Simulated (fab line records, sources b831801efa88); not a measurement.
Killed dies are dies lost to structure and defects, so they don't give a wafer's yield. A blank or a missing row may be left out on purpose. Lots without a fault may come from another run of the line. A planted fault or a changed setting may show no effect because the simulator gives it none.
fab line records | flow gf180mcu
record lots=5 wafers=15 last_day=33
route steps=602 shown NWELL@51 LVPWELL@54 MVSD@66 MVPSD@78 VT_IMPLANT@90
lots that met no fault: from a run of the same line without faults
start_h: hours from the record's first day to the start of the lot's first wafer shown | wait_h: hours since the lot's step before | " the same as in the row above | L1.1+2: a row that stands for several wafers | - no value, or no start given | * or withheld: withheld | < > ~ a bound
route shown NAME@n: a module of which the file shows steps, and the number in the route of the first | usual: mean/standard deviation of fault-free wafers | same: alike in all rows | chamber/n: place in a boat | sites: the reading at each site | _std_site: their standard deviation | _edge_site: outer sites' mean less inner sites' | radius_mm: how far each site lies from the wafer's centre | mask NAME#n: copy n | behind: the tool/chamber that last shaped the wafer | hold: why the lot was held/for how many hours/how that ended | device: the transistor (n, p or np) that didn't switch | end of line: the same wafers' tests at the end of the route | a step without rows: its recipe alone | killed: dies lost to structure and defects at the first sort, not the wafer's yield | map: a wafer's dies, x killed, . not, _ none there
set.NAME: the setting as run; set.NAME@STEP: as run at that earlier step | model.NAME: the simulator's own value behind a step, which no gauge read
lots at some steps of the route; a table a step, a row a wafer
services: from which hour (start_h, from the record's first day; less than 0 if before it) a tool's chamber was out of use, for how many hours, and why
## steps
# step GF_NWELL_IMPLANT_09
# recipe species=P energy_kev=160 dose_cm2=4e+12 tilt_deg=0
# columns lot.wafer tool chamber start_h wait_h
L075.2+4+5 implanter-04 0 61.95 0.1
L084.3+4+6 implanter-01 0 109.53 0.1
L091.3+4+6 implanter-01 0 147.79 0.1
L093.3+4+6 implanter-04 0 159.20 0.1
L095.1+2+6 implanter-02 0 169.04 0.1
# step GF_NWELL_STRIP_10
# recipe chemistry=O2/N2 power_w=1400 pressure_mtorr=1500 platen_temp_c=250 o2_flow_sccm=3000 n2_flow_sccm=300 overash_fraction=0.5
# usual drypump_motor_current_A=5.8/0.37 heater_power_w=315/24 oes_product_au=0.723/0.0044 strip_time_to_endpoint_s=37.00/0.096
# columns lot.wafer tool chamber start_h wait_h drypump_motor_current_A heater_power_w oes_product_au rf_hours_counter_h strip_time_to_endpoint_s
L075.2 plasma_asher-01 0 62.08 0.1 5.9 273 0.723 41 37.00
L075.4 " 0 " " 6.0 281 0.718 - 37.01
L075.5 " 1 " " 5.8 339 0.718 - 37.02
L084.3 plasma_asher-01 0 109.66 0.1 6.0 274 0.712 - 37.02
L084.4 " 1 " " 5.8 345 0.729 - 36.97
L084.6 " 1 " " 5.9 331 0.722 - 36.95
L091.3 plasma_asher-01 1 147.93 0.1 5.9 334 0.720 - 37.05
L091.4 " 0 " " 5.9 275 0.724 - 37.07
L091.6 " 0 " " 6.0 280 0.721 - 36.97
L093.3 plasma_asher-03 1 159.33 0.1 5.8 337 0.727 - 36.84
L093.4 " 0 " " 6.0 316 0.718 - 36.81
L093.6 " 1 " " 5.8 326 0.722 - 36.91
L095.1 plasma_asher-01 1 169.19 0.1 5.9 343 0.709 53 36.92
L095.2 " 0 " " 6.0 276 0.733 53 36.83
L095.6 " 1 " " 5.8 339 0.725 - 36.90
# step GF_NWELL_TW_MEAS_11
# usual NWELL_TW=1566/9.8
# columns lot.wafer tool chamber start_h wait_h NWELL_TW
L075.2 film_metro-04 - 62.19 0.1 1572
L075.4 " - " " 1579
L075.5 " - " " 1577
L084.3 film_metro-04 - 109.75 0.1 1582
L084.4 " - " " 1587
L084.6 " - " " 1575
L091.3 film_metro-03 - 148.01 0.1 1556
L091.4 " - " " 1569
L091.6 " - " " 1559
L093.3 film_metro-03 - 159.42 0.1 1561
L093.4 " - " " 1556
L093.6 " - " " 1562
L095.1 film_metro-04 - 169.29 0.1 1575
L095.2 " - " " 1574
L095.6 " - " " 1569
# step GF_LVPWELL_DEHYDRATE_00
# recipe temp_c=200 time_s=60
# columns lot.wafer tool chamber start_h wait_h
L075.2+4+5 litho_track-01 0 67.98 5.8
L084.3+4+6 litho_track-01 0 116.41 6.6
L091.3+4+6 litho_track-03 0 154.61 6.6
L093.3+4+6 litho_track-02 0 166.85 7.4
L095.1+2+6 litho_track-02 0 177.00 7.7
# step GF_LVPWELL_HMDS_01
# recipe prime_time_s=60 prime_temp_c=120
# columns lot.wafer tool chamber start_h wait_h
L075.2+4+5 litho_track-01 0 68.13 0.1
L084.3+4+6 litho_track-01 0 116.56 0.1
L091.3+4+6 litho_track-03 0 154.76 0.1
L093.3+4+6 litho_track-02 0 167.00 0.1
L095.1+2+6 litho_track-02 0 177.15 0.1
# step GF_LVPWELL_COAT_02
# recipe spin_rpm=2000 resist_thk_nm=3000
# columns lot.wafer tool chamber start_h wait_h
L075.2+4+5 litho_track-01 0 68.28 0.1
L084.3+4+6 litho_track-01 0 116.71 0.1
L091.3+4+6 litho_track-03 0 154.91 0.1
L093.3+4+6 litho_track-02 0 167.15 0.1
L095.1+2+6 litho_track-02 0 177.30 0.1
# step GF_LVPWELL_SOFTBAKE_03
# recipe temp_c=110 time_s=withheld
# columns lot.wafer tool chamber start_h wait_h
L075.2+4+5 litho_track-01 0 68.44 0.1
L084.3+4+6 litho_track-01 0 116.87 0.1
L091.3+4+6 litho_track-03 0 155.08 0.1
L093.3+4+6 litho_track-02 0 167.32 0.1
L095.1+2+6 litho_track-02 0 177.45 0.1
# step GF_LVPWELL_EXPOSE_04
# recipe mask_id=LVPWELL target_cd_nm=600 na=0.6 source_shape=conventional sigma_outer=0.6 dose_mj=260
# usual focus_offset_nm=-0.1/0.56
# columns lot.wafer tool chamber start_h wait_h mask focus_offset_nm
L075.2 iline_stepper-01 0 - - LVPWELL#0 0.0
L075.4 " 0 " " LVPWELL#0 -0.1
L075.5 " 0 " " LVPWELL#0 0.2
L084.3 iline_stepper-02 0 - - LVPWELL#0 0.7
L084.4 " 0 " " LVPWELL#0 0.2
L084.6 " 0 " " LVPWELL#0 0.0
L091.3 iline_stepper-01 0 - - LVPWELL#0 -0.5
L091.4 " 0 " " LVPWELL#0 -0.3
L091.6 " 0 " " LVPWELL#0 -0.7
L093.3 iline_stepper-02 0 - - LVPWELL#0 0.2
L093.4 " 0 " " LVPWELL#0 0.0
L093.6 " 0 " " LVPWELL#0 0.1
L095.1 iline_stepper-02 0 - - LVPWELL#0 0.3
L095.2 " 0 " " LVPWELL#0 0.3
L095.6 " 0 " " LVPWELL#0 0.1
# step GF_LVPWELL_PEB_05
# recipe temp_c=115 time_s=withheld
# columns lot.wafer tool chamber start_h wait_h
L075.2+4+5 litho_track-02 0 - -
L084.3+4+6 litho_track-01 0 - -
L091.3+4+6 litho_track-03 0 - -
L093.3+4+6 litho_track-01 0 - -
L095.1+2+6 litho_track-01 0 - -
# step GF_LVPWELL_DEVELOP_06
# recipe wall_angle_deg=90 develop_time_s=60 dev_temp_c=23
# usual developer_temp_C=23.01/0.11
# columns lot.wafer tool chamber start_h wait_h developer_temp_C
L075.2 litho_track-02 0 - - 22.99
L075.4 " 0 " " 22.91
L075.5 " 0 " " 23.01
L084.3 litho_track-01 0 - - 22.97
L084.4 " 0 " " 23.02
L084.6 " 0 " " 22.95
L091.3 litho_track-03 0 - - 22.85
L091.4 " 0 " " 22.96
L091.6 " 0 " " 22.90
L093.3 litho_track-01 0 - - 22.93
L093.4 " 0 " " 22.97
L093.6 " 0 " " 22.87
L095.1 litho_track-01 0 - - 22.94
L095.2 " 0 " " 23.23
L095.6 " 0 " " 23.00
# step GF_LVPWELL_OVL_MEAS_07
# usual LVPWELL_OVL=-0.7/1.4
# columns lot.wafer tool chamber start_h wait_h LVPWELL_OVL[nm]
L075.2 overlay-01 - 75.36 - -2.9
L075.4 " - " " -1.9
L075.5 " - " " -0.4
L084.3 overlay-01 - 123.92 - 1.1
L084.4 " - " " -0.5
L084.6 " - " " 1.2
L091.3 overlay-01 - 163.32 - -2.3
L091.4 " - " " -1.5
L091.6 " - " " -1.0
L093.3 overlay-01 - 175.32 - -0.7
L093.4 " - " " 1.3
L093.6 " - " " -1.2
L095.1 overlay-01 - 185.71 - -1.1
L095.2 " - " " -0.4
L095.6 " - " " 0.0
# step GF_LVPWELL_IMPLANT_08
# recipe species=B energy_kev=170 dose_cm2=1.5e+13 tilt_deg=0
# columns lot.wafer tool chamber start_h wait_h
L075.2+4+5 implanter-03 0 75.42 0.0
L084.3+4+6 implanter-03 0 123.99 0.1
L091.3+4+6 implanter-03 0 163.39 0.1
L093.3+4+6 implanter-01 0 175.39 0.1
L095.1+2+6 implanter-03 0 185.74 0.0
# step GF_LVPWELL_IMPLANT_09
# recipe species=B energy_kev=60 dose_cm2=5e+12 tilt_deg=0
# columns lot.wafer tool chamber start_h wait_h
L075.2+4+5 implanter-03 0 75.57 0.1
L084.3+4+6 implanter-03 0 124.14 0.1
L091.3+4+6 implanter-03 0 163.54 0.1
L093.3+4+6 implanter-01 0 175.54 0.1
L095.1+2+6 implanter-03 0 185.89 0.1
# step GF_LVPWELL_STRIP_10
# recipe chemistry=O2/N2 power_w=1400 pressure_mtorr=1500 platen_temp_c=250 o2_flow_sccm=3000 n2_flow_sccm=300 overash_fraction=0.5
# usual drypump_motor_current_A=5.7/0.33 heater_power_w=330/14 oes_product_au=0.723/0.0045 strip_time_to_endpoint_s=36.99/0.11
# columns lot.wafer tool chamber start_h wait_h drypump_motor_current_A heater_power_w oes_product_au rf_hours_counter_h strip_time_to_endpoint_s
L075.2 plasma_asher-02 1 75.69 0.1 5.6 342 0.726 26 37.02
L075.4 " 0 " " 5.6 343 0.724 - 36.99
L075.5 " 1 " " 5.6 338 0.725 - 37.01
L084.3 plasma_asher-03 1 124.28 0.1 5.8 333 0.730 - 36.99
L084.4 " 0 " " 6.0 310 0.722 - 36.99
L084.6 " 1 " " 5.8 332 0.721 - 36.98
L091.3 plasma_asher-03 0 163.68 0.1 6.0 316 0.727 - 37.07
L091.4 " 1 " " 5.8 328 0.731 - 36.98
L091.6 " 0 " " 6.0 310 0.729 - 37.07
L093.3 plasma_asher-02 1 175.68 0.1 5.6 344 0.725 - 36.84
L093.4 " 0 " " 5.6 344 0.724 - 36.99
L093.6 " 0 " " 5.6 343 0.718 - 36.83
L095.1 plasma_asher-02 0 186.04 0.1 5.6 344 0.728 37 37.09
L095.2 " 1 " " 5.6 341 0.725 37 36.97
L095.6 " 0 " " 5.6 338 0.716 - 37.09
# step GF_LVPWELL_TW_MEAS_11
# usual LVPWELL_TW=558/3.4
# columns lot.wafer tool chamber start_h wait_h LVPWELL_TW
L075.2 film_metro-03 - 75.80 0.1 557
L075.4 " - " " 556
L075.5 " - " " 558
L084.3 film_metro-04 - 124.36 0.1 562
L084.4 " - " " 560
L084.6 " - " " 561
L091.3 film_metro-04 - 163.76 0.1 559
L091.4 " - " " 558
L091.6 " - " " 560
L093.3 film_metro-04 - 175.76 0.1 561
L093.4 " - " " 557
L093.6 " - " " 563
L095.1 film_metro-02 - 186.14 0.1 562
L095.2 " - " " 559
L095.6 " - " " 558
# step GF_MVSD_DEHYDRATE_00
# recipe temp_c=200 time_s=60
# columns lot.wafer tool chamber start_h wait_h
L075.2+4+5 litho_track-04 0 82.22 6.4
L084.3+4+6 litho_track-01 0 130.91 6.5
L091.3+4+6 litho_track-03 0 171.11 7.3
L093.3+4+6 litho_track-01 0 183.81 8.0
L095.1+2+6 litho_track-04 0 193.99 7.8
# step GF_MVSD_HMDS_01
# recipe prime_time_s=60 prime_temp_c=120
# columns lot.wafer tool chamber start_h wait_h
L075.2+4+5 litho_track-04 0 82.37 0.1
L084.3+4+6 litho_track-01 0 131.06 0.1
L091.3+4+6 litho_track-03 0 171.26 0.1
L093.3+4+6 litho_track-01 0 183.96 0.1
L095.1+2+6 litho_track-04 0 194.14 0.1
# step GF_MVSD_COAT_02
# recipe spin_rpm=2000 resist_thk_nm=3000
# columns lot.wafer tool chamber start_h wait_h
L075.2+4+5 litho_track-04 0 82.52 0.1
L084.3+4+6 litho_track-01 0 131.21 0.1
L091.3+4+6 litho_track-03 0 171.41 0.1
L093.3+4+6 litho_track-01 0 184.11 0.1
L095.1+2+6 litho_track-04 0 194.29 0.1
# step GF_MVSD_SOFTBAKE_03
# recipe temp_c=110 time_s=withheld
# columns lot.wafer tool chamber start_h wait_h
L075.2+4+5 litho_track-04 0 82.68 0.1
L084.3+4+6 litho_track-01 0 131.37 0.1
L091.3+4+6 litho_track-03 0 171.57 0.1
L093.3+4+6 litho_track-01 0 184.27 0.1
L095.1+2+6 litho_track-04 0 194.44 0.1
# step GF_MVSD_EXPOSE_04
# recipe mask_id=MVSD target_cd_nm=1000 na=0.6 source_shape=conventional sigma_outer=0.6 dose_mj=260
# usual focus_offset_nm=0.0/0.57
# columns lot.wafer tool chamber start_h wait_h mask focus_offset_nm
L075.2 iline_stepper-02 0 - - MVSD#0 -1.0
L075.4 " 0 " " MVSD#0 -1.8
L075.5 " 0 " " MVSD#0 0.3
L084.3 iline_stepper-01 0 - - MVSD#0 -0.8
L084.4 " 0 " " MVSD#0 0.5
L084.6 " 0 " " MVSD#0 0.4
L091.3 iline_stepper-02 0 - - MVSD#0 0.4
L091.4 " 0 " " MVSD#0 -0.9
L091.6 " 0 " " MVSD#0 -0.8
L093.3 iline_stepper-01 0 - - MVSD#0 -0.2
L093.4 " 0 " " MVSD#0 -0.6
L093.6 " 0 " " MVSD#0 0.2
L095.1 iline_stepper-02 0 - - MVSD#0 0.3
L095.2 " 0 " " MVSD#0 -0.1
L095.6 " 0 " " MVSD#0 0.2
# step GF_MVSD_PEB_05
# recipe temp_c=115 time_s=withheld
# columns lot.wafer tool chamber start_h wait_h
L075.2+4+5 litho_track-01 0 - -
L084.3+4+6 litho_track-01 0 - -
L091.3+4+6 litho_track-04 0 - -
L093.3+4+6 litho_track-01 0 - -
L095.1+2+6 litho_track-03 0 - -
# step GF_MVSD_DEVELOP_06
# recipe wall_angle_deg=90 develop_time_s=60 dev_temp_c=23
# usual developer_temp_C=23.00/0.11
# columns lot.wafer tool chamber start_h wait_h developer_temp_C
L075.2 litho_track-01 0 - - 23.01
L075.4 " 0 " " 22.99
L075.5 " 0 " " 23.05
L084.3 litho_track-01 0 - - 22.97
L084.4 " 0 " " 23.02
L084.6 " 0 " " 23.14
L091.3 litho_track-04 0 - - 22.98
L091.4 " 0 " " 22.90
L091.6 " 0 " " 22.89
L093.3 litho_track-01 0 - - 23.06
L093.4 " 0 " " 22.84
L093.6 " 0 " " 22.84
L095.1 litho_track-03 0 - - 23.02
L095.2 " 0 " " 22.96
L095.6 " 0 " " 23.03
# step GF_MVSD_OVL_MEAS_07
# usual MVSD_OVL=-0.3/1.5
# columns lot.wafer tool chamber start_h wait_h MVSD_OVL[nm]
L075.2 overlay-02 - 89.46 - -1.2
L075.4 " - " " -0.8
L075.5 " - " " -1.4
L084.3 overlay-01 - 138.57 - 1.5
L084.4 " - " " 3.0
L084.6 " - " " -0.9
L091.3 overlay-01 - 180.25 - -0.9
L091.4 " - " " -3.1
L091.6 " - " " -1.3
L093.3 overlay-02 - 192.67 - -0.8
L093.4 " - " " 0.9
L093.6 " - " " 1.0
L095.1 overlay-01 - 203.26 - 2.9
L095.2 " - " " 1.7
L095.6 " - " " 1.8
# step GF_MVSD_IMPLANT_08
# recipe species=P energy_kev=400 dose_cm2=1.6e+13 tilt_deg=0
# columns lot.wafer tool chamber start_h wait_h
L075.2+4+5 implanter-04 0 89.52 0.0
L084.3+4+6 implanter-04 0 138.64 0.1
L091.3+4+6 implanter-01 0 180.33 0.1
L093.3+4+6 implanter-03 0 192.74 0.1
L095.1+2+6 implanter-01 0 203.29 0.0
# step GF_MVSD_IMPLANT_09
# recipe species=P energy_kev=100 dose_cm2=5e+12 tilt_deg=0
# columns lot.wafer tool chamber start_h wait_h
L075.2+4+5 implanter-04 0 89.67 0.1
L084.3+4+6 implanter-04 0 138.79 0.1
L091.3+4+6 implanter-01 0 180.48 0.1
L093.3+4+6 implanter-03 0 192.89 0.1
L095.1+2+6 implanter-01 0 203.44 0.1
# step GF_MVSD_STRIP_10
# recipe chemistry=O2/N2 power_w=1400 pressure_mtorr=1500 platen_temp_c=250 o2_flow_sccm=3000 n2_flow_sccm=300 overash_fraction=0.5
# usual drypump_motor_current_A=5.76/0.16 heater_power_w=327/23 oes_product_au=0.722/0.0048 strip_time_to_endpoint_s=37.00/0.1
# columns lot.wafer tool chamber start_h wait_h drypump_motor_current_A heater_power_w oes_product_au rf_hours_counter_h strip_time_to_endpoint_s
L075.2 plasma_asher-01 0 89.79 0.1 6.03 284 0.727 45 37.05
L075.4 " 0 " " 5.93 275 0.723 - 36.90
L075.5 " 1 " " 5.82 346 0.714 - 37.12
L084.3 plasma_asher-02 1 138.93 0.1 5.59 352 0.730 - 37.09
L084.4 " 0 " " 5.64 345 0.727 - 37.02
L084.6 " 0 " " 5.63 342 0.720 - 37.04
L091.3 plasma_asher-02 0 180.61 0.1 5.62 345 0.725 - 37.17
L091.4 " 1 " " 5.62 331 0.721 - 37.14
L091.6 " 1 " " 5.61 337 0.728 - 36.99
L093.3 plasma_asher-02 0 193.03 0.1 5.64 342 0.722 - 36.88
L093.4 " 1 " " 5.61 345 0.717 - 36.96
L093.6 " 1 " " 5.59 345 0.725 - 36.87
L095.1 plasma_asher-02 0 203.59 0.1 5.67 346 0.722 39 37.03
L095.2 " 1 " " 5.59 338 0.716 39 37.01
L095.6 " 0 " " 5.66 341 0.727 - 36.88
# step GF_MVSD_TW_MEAS_11
# usual MVSD_TW=1574/9.1
# columns lot.wafer tool chamber start_h wait_h MVSD_TW
L075.2 film_metro-03 - 89.90 0.1 1574
L075.4 " - " " 1577
L075.5 " - " " 1575
L084.3 film_metro-03 - 139.01 0.1 1558
L084.4 " - " " 1571
L084.6 " - " " 1566
L091.3 film_metro-03 - 180.70 0.1 1570
L091.4 " - " " 1572
L091.6 " - " " 1575
L093.3 film_metro-04 - 193.11 0.1 1584
L093.4 " - " " 1572
L093.6 " - " " 1584
L095.1 film_metro-02 - 203.69 0.1 1568
L095.2 " - " " 1570
L095.6 " - " " 1567
# step GF_MVPSD_DEHYDRATE_00
# recipe temp_c=200 time_s=60
# columns lot.wafer tool chamber start_h wait_h
L075.2+4+5 litho_track-04 0 95.87 6.0
L084.3+4+6 litho_track-02 0 146.30 7.3
L091.3+4+6 litho_track-02 0 188.45 7.7
L093.3+4+6 litho_track-02 0 201.10 8.0
L095.1+2+6 litho_track-04 0 212.09 8.4
# step GF_MVPSD_HMDS_01
# recipe prime_time_s=60 prime_temp_c=120
# columns lot.wafer tool chamber start_h wait_h
L075.2+4+5 litho_track-04 0 96.02 0.1
L084.3+4+6 litho_track-02 0 146.45 0.1
L091.3+4+6 litho_track-02 0 188.60 0.1
L093.3+4+6 litho_track-02 0 201.25 0.1
L095.1+2+6 litho_track-04 0 212.24 0.1
# step GF_MVPSD_COAT_02
# recipe spin_rpm=2000 resist_thk_nm=3000
# columns lot.wafer tool chamber start_h wait_h
L075.2+4+5 litho_track-04 0 96.17 0.1
L084.3+4+6 litho_track-02 0 146.60 0.1
L091.3+4+6 litho_track-02 0 188.75 0.1
L093.3+4+6 litho_track-02 0 201.40 0.1
L095.1+2+6 litho_track-04 0 212.39 0.1
# step GF_MVPSD_SOFTBAKE_03
# recipe temp_c=110 time_s=withheld
# columns lot.wafer tool chamber start_h wait_h
L075.2+4+5 litho_track-04 0 96.33 0.1
L084.3+4+6 litho_track-02 0 146.77 0.1
L091.3+4+6 litho_track-02 0 188.92 0.1
L093.3+4+6 litho_track-02 0 201.57 0.1
L095.1+2+6 litho_track-04 0 212.54 0.1
# step GF_MVPSD_EXPOSE_04
# recipe mask_id=MVPSD target_cd_nm=1000 na=0.6 source_shape=conventional sigma_outer=0.6 dose_mj=260
# usual focus_offset_nm=0.1/0.47
# columns lot.wafer tool chamber start_h wait_h mask focus_offset_nm
L075.2 iline_stepper-02 0 - - MVPSD#0 0.5
L075.4 " 0 " " MVPSD#0 0.3
L075.5 " 0 " " MVPSD#0 0.2
L084.3 iline_stepper-02 0 - - MVPSD#0 0.4
L084.4 " 0 " " MVPSD#0 0.6
L084.6 " 0 " " MVPSD#0 -0.2
L091.3 iline_stepper-02 0 - - MVPSD#0 0.6
L091.4 " 0 " " MVPSD#0 0.6
L091.6 " 0 " " MVPSD#0 -0.4
L093.3 iline_stepper-01 0 - - MVPSD#0 0.9
L093.4 " 0 " " MVPSD#0 0.6
L093.6 " 0 " " MVPSD#0 0.2
L095.1 iline_stepper-02 0 - - MVPSD#0 -0.3
L095.2 " 0 " " MVPSD#0 -0.2
L095.6 " 0 " " MVPSD#0 0.1
# step GF_MVPSD_PEB_05
# recipe temp_c=115 time_s=withheld
# columns lot.wafer tool chamber start_h wait_h
L075.2+4+5 litho_track-02 0 - -
L084.3+4+6 litho_track-02 0 - -
L091.3+4+6 litho_track-02 0 - -
L093.3+4+6 litho_track-04 0 - -
L095.1+2+6 litho_track-01 0 - -
# step GF_MVPSD_DEVELOP_06
# recipe wall_angle_deg=90 develop_time_s=60 dev_temp_c=23
# usual developer_temp_C=22.99/0.12
# columns lot.wafer tool chamber start_h wait_h developer_temp_C
L075.2 litho_track-02 0 - - 22.96
L075.4 " 0 " " 23.10
L075.5 " 0 " " 23.00
L084.3 litho_track-02 0 - - 22.91
L084.4 " 0 " " 22.92
L084.6 " 0 " " 22.70
L091.3 litho_track-02 0 - - 22.91
L091.4 " 0 " " 23.05
L091.6 " 0 " " 23.00
L093.3 litho_track-04 0 - - 22.98
L093.4 " 0 " " 22.96
L093.6 " 0 " " 22.95
L095.1 litho_track-01 0 - - 23.09
L095.2 " 0 " " 23.13
L095.6 " 0 " " 23.10
# step GF_MVPSD_OVL_MEAS_07
# usual MVPSD_OVL=0.1/1.4
# columns lot.wafer tool chamber start_h wait_h MVPSD_OVL[nm]
L075.2 overlay-01 - 103.51 - 3.1
L075.4 " - " " 3.5
L075.5 " - " " 2.0
L084.3 overlay-02 - 154.52 - 1.0
L084.4 " - " " 3.0
L084.6 " - " " 1.2
L091.3 overlay-01 - 197.81 - 1.3
L091.4 " - " " 0.3
L091.6 " - " " 0.1
L093.3 overlay-01 - 210.25 - -1.2
L093.4 " - " " -1.4
L093.6 " - " " 1.4
L095.1 overlay-01 - 221.26 - 1.4
L095.2 " - " " 0.8
L095.6 " - " " 2.1
# step GF_MVPSD_IMPLANT_08
# recipe species=B energy_kev=170 dose_cm2=1.5e+13 tilt_deg=0
# columns lot.wafer tool chamber start_h wait_h
L075.2+4+5 implanter-03 0 103.57 0.0
L084.3+4+6 implanter-04 0 154.59 0.1
L091.3+4+6 implanter-04 0 197.89 0.1
L093.3+4+6 implanter-04 0 210.33 0.1
L095.1+2+6 implanter-04 0 221.29 0.0
# step GF_MVPSD_IMPLANT_09
# recipe species=B energy_kev=40 dose_cm2=5e+12 tilt_deg=0
# columns lot.wafer tool chamber start_h wait_h
L075.2+4+5 implanter-03 0 103.72 0.1
L084.3+4+6 implanter-04 0 154.74 0.1
L091.3+4+6 implanter-04 0 198.04 0.1
L093.3+4+6 implanter-04 0 210.48 0.1
L095.1+2+6 implanter-04 0 221.44 0.1
# step GF_MVPSD_STRIP_10
# recipe chemistry=O2/N2 power_w=1400 pressure_mtorr=1500 platen_temp_c=250 o2_flow_sccm=3000 n2_flow_sccm=300 overash_fraction=0.5
# usual drypump_motor_current_A=5.7/0.42 heater_power_w=323/22 oes_product_au=0.722/0.0049 strip_time_to_endpoint_s=36.96/0.099
# columns lot.wafer tool chamber start_h wait_h drypump_motor_current_A heater_power_w oes_product_au rf_hours_counter_h strip_time_to_endpoint_s
L075.2 plasma_asher-02 1 103.84 0.1 5.6 350 0.719 29 37.09
L075.4 " 0 " " 5.7 336 0.723 - 37.15
L075.5 " 0 " " 5.6 339 0.724 - 37.09
L084.3 plasma_asher-04 1 154.87 0.1 4.9 304 0.725 - 36.89
L084.4 " 0 " " 6.2 330 0.722 - 36.98
L084.6 " 1 " " 4.9 293 0.716 - 36.87
L091.3 plasma_asher-01 0 198.17 0.1 6.0 277 0.720 - 37.05
L091.4 " 1 " " 5.9 337 0.724 - 37.11
L091.6 " 1 " " 5.8 333 0.721 - 37.03
L093.3 plasma_asher-04 1 210.61 0.1 4.9 301 0.718 - 36.95
L093.4 " 0 " " 6.3 332 0.721 - 37.01
L093.6 " 1 " " 4.9 299 0.725 - 37.01
L095.1 plasma_asher-04 1 221.59 0.1 5.0 301 0.722 11 36.86
L095.2 " 0 " " 6.3 327 0.723 11 36.94
L095.6 " 1 " " 4.9 297 0.729 - 36.94
# step GF_MVPSD_TW_MEAS_11
# usual MVPSD_TW=551/3.9
# columns lot.wafer tool chamber start_h wait_h MVPSD_TW
L075.2 film_metro-03 - 103.95 0.1 541
L075.4 " - " " 544
L075.5 " - " " 546
L084.3 film_metro-03 - 154.96 0.1 551
L084.4 " - " " 553
L084.6 " - " " 553
L091.3 film_metro-02 - 198.26 0.1 549
L091.4 " - " " 550
L091.6 " - " " 549
L093.3 film_metro-04 - 210.76 0.1 551
L093.4 " - " " 551
L093.6 " - " " 552
L095.1 film_metro-02 - 221.69 0.1 552
L095.2 " - " " 551
L095.6 " - " " 555
# step GF_VT_IMPLANT_DEHYDRATE_00
# recipe temp_c=200 time_s=60
# columns lot.wafer tool chamber start_h wait_h
L075.2+4+5 litho_track-03 0 110.03 6.1
L084.3+4+6 litho_track-03 0 162.41 7.4
L091.3+4+6 litho_track-02 0 205.85 7.6
L093.3+4+6 litho_track-03 0 218.66 7.9
L095.1+2+6 litho_track-02 0 230.45 8.8
# step GF_VT_IMPLANT_HMDS_01
# recipe prime_time_s=60 prime_temp_c=120
# columns lot.wafer tool chamber start_h wait_h
L075.2+4+5 litho_track-03 0 110.18 0.1
L084.3+4+6 litho_track-03 0 162.56 0.1
L091.3+4+6 litho_track-02 0 206.00 0.1
L093.3+4+6 litho_track-03 0 218.81 0.1
L095.1+2+6 litho_track-02 0 230.60 0.1
# step GF_VT_IMPLANT_COAT_02
# recipe resist=NOVOLAK spin_rpm=3000 resist_thk_nm=1000
# columns lot.wafer tool chamber start_h wait_h
L075.2+4+5 litho_track-03 0 110.33 0.1
L084.3+4+6 litho_track-03 0 162.71 0.1
L091.3+4+6 litho_track-02 0 206.15 0.1
L093.3+4+6 litho_track-03 0 218.96 0.1
L095.1+2+6 litho_track-02 0 230.75 0.1
# step GF_VT_IMPLANT_SOFTBAKE_03
# recipe temp_c=90 time_s=60 resist=NOVOLAK
# columns lot.wafer tool chamber start_h wait_h
L075.2+4+5 litho_track-03 0 110.48 0.1
L084.3+4+6 litho_track-03 0 162.86 0.1
L091.3+4+6 litho_track-02 0 206.30 0.1
L093.3+4+6 litho_track-03 0 219.11 0.1
L095.1+2+6 litho_track-02 0 230.90 0.1
# step GF_VT_IMPLANT_EXPOSE_04
# recipe mask_id=LVPWELL_LV_AREA target_cd_nm=600 na=0.6 source_shape=conventional sigma_outer=0.6 dose_mj=140
# usual focus_offset_nm=0.0/0.52
# columns lot.wafer tool chamber start_h wait_h mask focus_offset_nm
L075.2 iline_stepper-02 0 - - LVPWELL_LV_AREA#0 -0.1
L075.4 " 0 " " LVPWELL_LV_AREA#0 -0.7
L075.5 " 0 " " LVPWELL_LV_AREA#0 -0.2
L084.3 iline_stepper-01 0 - - LVPWELL_LV_AREA#0 -0.6
L084.4 " 0 " " LVPWELL_LV_AREA#0 0.6
L084.6 " 0 " " LVPWELL_LV_AREA#0 -0.5
L091.3 iline_stepper-01 0 - - LVPWELL_LV_AREA#0 0.3
L091.4 " 0 " " LVPWELL_LV_AREA#0 -0.7
L091.6 " 0 " " LVPWELL_LV_AREA#0 0.5
L093.3 iline_stepper-02 0 - - LVPWELL_LV_AREA#0 0.3
L093.4 " 0 " " LVPWELL_LV_AREA#0 0.4
L093.6 " 0 " " LVPWELL_LV_AREA#0 0.3
L095.1 iline_stepper-01 0 - - LVPWELL_LV_AREA#0 0.3
L095.2 " 0 " " LVPWELL_LV_AREA#0 0.4
L095.6 " 0 " " LVPWELL_LV_AREA#0 0.0
# step GF_VT_IMPLANT_PEB_05
# recipe temp_c=withheld time_s=* resist=NOVOLAK
# columns lot.wafer tool chamber start_h wait_h
L075.2+4+5 litho_track-03 0 - -
L084.3+4+6 litho_track-03 0 - -
L091.3+4+6 litho_track-03 0 - -
L093.3+4+6 litho_track-04 0 - -
L095.1+2+6 litho_track-03 0 - -
# step GF_VT_IMPLANT_DEVELOP_06
# recipe develop_time_s=60 dev_temp_c=23
# usual developer_temp_C=23.00/0.11
# columns lot.wafer tool chamber start_h wait_h developer_temp_C
L075.2 litho_track-03 0 118.03 0.1 23.02
L075.4 " 0 " " 22.89
L075.5 " 0 " " 22.90
L084.3 litho_track-03 0 170.96 0.1 22.98
L084.4 " 0 " " 22.93
L084.6 " 0 " " 23.12
L091.3 litho_track-03 0 215.21 0.1 22.88
L091.4 " 0 " " 22.85
L091.6 " 0 " " 22.95
L093.3 litho_track-04 0 227.79 0.1 23.05
L093.4 " 0 " " 23.15
L093.6 " 0 " " 23.07
L095.1 litho_track-03 0 239.36 0.1 23.02
L095.2 " 0 " " 22.85
L095.6 " 0 " " 22.86
## services
# columns tool chamber start_h hours kind
iline_stepper-02 - 57.41 4.4 pm
implanter-04 - 59.21 1.9 pm
iline_stepper-01 - 90.09 1.7 pm
implanter-01 - 96.07 1.6 repair
plasma_asher-04 - 99.12 6.5 repair
implanter-01 - 102.23 3.4 pm
plasma_asher-01 - 102.50 1.2 repair
plasma_asher-04 - 108.75 9.0 pm
implanter-01 - 117.94 1.1 repair
implanter-01 - 119.71 12.5 repair
implanter-03 - 129.68 1.7 repair
iline_stepper-01 - 133.18 2.1 pm
implanter-04 - 145.21 8.0 pm
implanter-03 - 152.74 6.0 repair
plasma_asher-02 - 162.41 2.8 pm
implanter-03 - 169.54 2.3 repair
implanter-01 - 183.09 2.7 pm
iline_stepper-01 - 188.55 6.3 repair
iline_stepper-02 - 200.99 0.8 repair
iline_stepper-02 - 205.23 1.7 pm
plasma_asher-01 - 207.17 0.4 repair
implanter-04 - 218.60 2.4 repair
plasma_asher-01 - 235.80 19.2 repair
iline_stepper-01 - 238.31 8.9 pm
## key
fault none
